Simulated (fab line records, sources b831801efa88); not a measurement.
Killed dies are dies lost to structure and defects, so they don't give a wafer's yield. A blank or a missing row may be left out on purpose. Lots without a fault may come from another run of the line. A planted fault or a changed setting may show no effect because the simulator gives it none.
A struck lot beside a sound one | flow sky130 | 15 steps out of a route of 708
Sound: wafers L622.1, L622.5, L622.6. Struck: wafers L630.1, L630.2, L630.6. The cause comes at the end.
At each step with rows: each side's tool, then ch and its chambers, then its first start. Under that, the readings that differ: sound wafers | struck wafers | difference of the means | sigmas: that difference in standard deviations of wafers without a fault.
alike: readings whose means differ by less than 2 such deviations, and words and numbers that are the same on both sides. not compared: withheld readings, readings that some wafer has no value for, bounds like >300 that may hide the same value, and numbers for which the record gives no deviation and whose values overlap.
The two part at a step that has a row with sigmas, a row that says differs or no value, or rows on one side only. Numbers that don't overlap but have no deviation are shown without sigmas and don't part them. A reading that every wafer of one side lacks parts them only if that side has two wafers or more.

first, 5 steps without rows for these wafers: SKY_LDD_HVN_COAT_02 (resist thk 300 nm); SKY_LDD_HVN_SOFTBAKE_03 (time 60 s); SKY_LDD_HVN_EXPOSE_04 (exposes mask HVNTM, target cd 700 nm); SKY_LDD_HVN_PEB_05; SKY_LDD_HVN_DEVELOP_06 (develop time 60 s).
SKY_LDD_HVN_OVL_MEAS_07:
  sound on overlay-02, day 21 11:27; struck on overlay-01, day 24 02:34
  alike: LDD_HVN_OVL
then, 1 step without rows for these wafers: SKY_LDD_HVN_IMPLANT_08.
SKY_LDD_HVN_STRIP_09: strips in O2/N2.
  sound on plasma_asher-02 ch 0,1, day 21 11:38; struck on plasma_asher-02 ch 0,1, day 24 02:45
  alike: drypump_motor_current_A, oes_product_au, strip_time_to_endpoint_s
  not compared: rf_hours_counter_h
SKY_LDD_HVN_TW_MEAS_10:
  sound on film_metro-03, day 21 11:44; struck on film_metro-02, day 24 02:51
  reading    | sound          | struck         | difference | sigmas
  LDD_HVN_TW | 1411 1412 1408 | 1445 1444 1446 | +35        | +2
then, 3 steps without rows for these wafers: SKY_LDD_HVP_DEHYDRATE_00 (time 60 s); SKY_LDD_HVP_HMDS_01 (prime time 60 s); SKY_LDD_HVP_COAT_02 (resist thk 300 nm).
SKY_LDD_HVP_SOFTBAKE_03: time 60 s.
  sound on litho_track-04 ch 0, day 22 02:08; struck on litho_track-04 ch 0, day 24 16:59
  reading                  | sound             | struck            | difference | sigmas
  heater_power_total_W (W) | 56.56 56.61 56.57 | 55.90 55.84 56.00 | -0.67      | -16
  plate_temp_C (C)         | 90.11 90.18 90.24 | 89.20 89.23 89.27 | -0.94      | -7
then, 1 step without rows for these wafers: SKY_LDD_HVP_EXPOSE_04 (exposes mask HVPTM, target cd 700 nm).
-- the record jumps here: 23 days lie between the struck wafers' starts before and after (it left off in module LDD_HVP and takes up again in module PAD_OPEN, whose first step shown is number 708 of the route) --
SKY_PAD_OPEN_PROBE_99:
  sound on prober-01, day 46 08:20; struck on prober-01, day 48 03:08
  alike: killed_at_M0_to_M3, killed_at_M4_up, killed_at_contacts, killed_at_front_end, killed_at_other, killed_dies, killed_on_rim, killed_open, killed_short

WHERE THEY PART
First at SKY_LDD_HVN_TW_MEAS_10; last, within this record, at SKY_LDD_HVP_SOFTBAKE_03. Later steps at which nothing parts them and some readings are alike: SKY_PAD_OPEN_PROBE_99.

WHY: what the simulator had put in
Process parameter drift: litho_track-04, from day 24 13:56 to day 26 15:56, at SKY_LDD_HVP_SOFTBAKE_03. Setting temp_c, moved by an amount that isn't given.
